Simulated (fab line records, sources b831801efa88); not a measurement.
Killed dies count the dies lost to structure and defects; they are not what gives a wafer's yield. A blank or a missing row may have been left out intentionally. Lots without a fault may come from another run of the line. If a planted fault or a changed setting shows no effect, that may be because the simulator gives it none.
A struck lot beside a sound one :: flow sky130 :: 35 steps out of a route of 708
Sound: the wafers L970.1, L970.3, L970.6. The struck wafers were L985.4, L985.5, L985.6. At the end, the cause is stated.
Per side, at each step with rows, come the tool, then ch with its chambers, and then its first start. Under that, the readings that differ: sound wafers :: struck wafers :: difference of the means :: sigmas: that difference in standard deviations of wafers without a fault.
alike: readings with means less than 2 such deviations apart, plus words and numbers identical on both sides. not compared: withheld readings, readings lacking a value on some wafer, bounds such as >300 that could conceal the same value, and numbers that have no deviation in the record and whose values overlap.
The two part at a step that has a row with sigmas, a row that says differs or no value, or rows on one side only. When numbers do not overlap yet have no deviation, they are printed without sigmas and do not part them. A reading missing from all wafers of one side parts the sides only when that side holds two or more wafers.

first, 10 steps without rows for these wafers: SKY_METAL1_DEHYDRATE_07 (time 60 s); SKY_METAL1_HMDS_08 (prime time 60 s); SKY_METAL1_COAT_09 (resist thk 60 nm); SKY_METAL1_COAT_10 (resist thk 450 nm); SKY_METAL1_SOFTBAKE_11 (time 90 s); SKY_METAL1_EXPOSE_12 (exposes mask MM1, target cd 140 nm); SKY_METAL1_PEB_13; SKY_METAL1_DEVELOP_14 (develop time 60 s); SKY_METAL1_DESCUM_17 (chemistry O2, time 8 s); SKY_METAL1_ETCH_18 (etches BARC in N2/H2, stops on SiO2, time 45.9 s, target depth 60 nm).
SKY_METAL1_METAL_ETCH_19: etches the open film in Cl2/BCl3, stops on SiO2, target depth 360 nm, time 78 s.
  sound on rie metal-04 ch 0,1, day 32 09:59; struck on rie metal-03 ch 0,1, day 38 08:41
  alike: drypump motor current A, oes product au, throttle valve pct
  not compared: rf hours counter h
then, 23 steps without rows for these wafers: SKY_METAL1_STRIP_20 (strips in O2/N2); SKY_METAL1_STRIP_21 (strips in post etch residue remover, time 1200 s); SKY_METAL1_CLEAN_22 (cleans in IPA, time 180 s); SKY_METAL1_CLEAN_23 (cleans in O3/DIW); SKY_VIA1_HDPCVD_00 (deposits SiO2, target thk 1030 nm, time 171.7 s); SKY_VIA1_CMP_02 (polishes SiO2); SKY_VIA1_DEHYDRATE_04 (time 60 s); SKY_VIA1_HMDS_05 (prime time 60 s); SKY_VIA1_COAT_06 (resist thk 60 nm); SKY_VIA1_COAT_07 (resist thk 450 nm); SKY_VIA1_SOFTBAKE_08 (time 90 s); SKY_VIA1_EXPOSE_09 (exposes mask VIM, target cd 150 nm); SKY_VIA1_PEB_10; SKY_VIA1_DEVELOP_11 (develop time 60 s); SKY_VIA1_ETCH_14 (etches BARC in N2/H2, stops on SiO2, time 45.9 s, target depth 60 nm); SKY_VIA1_ETCH_15 (etches SiO2 in C4F8/O2/Ar, stops on TiN, target depth 351 nm, time 54 s); SKY_VIA1_STRIP_16 (strips in O2/N2); SKY_VIA1_STRIP_17 (strips in post etch residue remover, time 1200 s); SKY_VIA1_CLEAN_18 (cleans in IPA, time 180 s); SKY_VIA1_CLEAN_19 (cleans in O3/DIW); SKY_VIA1_SPUTTER_20 (material TiN, target thk 20 nm, time 80 s); SKY_VIA1_CVD_21 (deposits W, target thk 270 nm, time 80.902 s); SKY_VIA1_CMP_24 (polishes, stops on SiO2, t overpolish 15 s, target thk 0 nm).
-- the record jumps here: 12 days lie between the struck wafers' starts before and after (it left off in module VIA1 and takes up again in module PAD_OPEN, whose first step shown is number 708 of the route) --
SKY_PAD_OPEN_PROBE_99:
  sound on prober-01 at day 45 08:13; struck on prober-02 at day 49 21:49
reading: defect limited yield (%)
sound: 83.3 80.7 86.2
struck: 71.1 68.3 69.9
difference: -13.6
sigmas: -7

reading: killed_at_M0_to_M3
sound: 44 55 34
struck: 109 109 104
difference: +63
sigmas: +10

reading: killed dies
sound: 82 95 68
struck: 142 156 148
difference: +67
sigmas: +7

reading: sort_bin_3_pad_short (%)
sound: 0.4 0.4 0.8
struck: 6.1 6.1 3.7
difference: +4.8
sigmas: +11

reading: sort_bin_5_function (%)
sound: 10.4 11.0 8.3
struck: 16.5 18.9 19.5
difference: +8.4
sigmas: +6

reading: sort n pass
sound: 410 397 424
struck: 350 336 344
difference: -67
sigmas: -7

reading: sort yield pct (%)
sound: 83.3 80.7 86.2
struck: 71.1 68.3 69.9
difference: -13.6
sigmas: -7

reading: model.etest.tester.sort n pass
sound: 410 397 424
struck: 350 336 344
difference: -67
sigmas: 

reading: model.etest.tester.sort yield pct (%)
sound: 83.33 80.69 86.18
struck: 71.14 68.29 69.92
difference: -13.62
sigmas: 

reading: model.etest.tester.sort_bin_5_pct (%)
sound: 10.37 10.98 8.333
struck: 16.46 18.9 19.51
difference: +8.40
sigmas: 

reading: model.etest.tester.sort_bin_3_pct (%)
sound: 0.4065 0.4065 0.813
struck: 6.098 6.098 3.659
difference: +4.743
sigmas: 
  alike: killed_at_M4_up, killed at contacts, killed at front end, killed at other, killed open, killed short, sort_bin_6_memory

## WHERE THEY PART
SKY_PAD_OPEN_PROBE_99 only, going by this record.

WHY: what had been put in by the simulator
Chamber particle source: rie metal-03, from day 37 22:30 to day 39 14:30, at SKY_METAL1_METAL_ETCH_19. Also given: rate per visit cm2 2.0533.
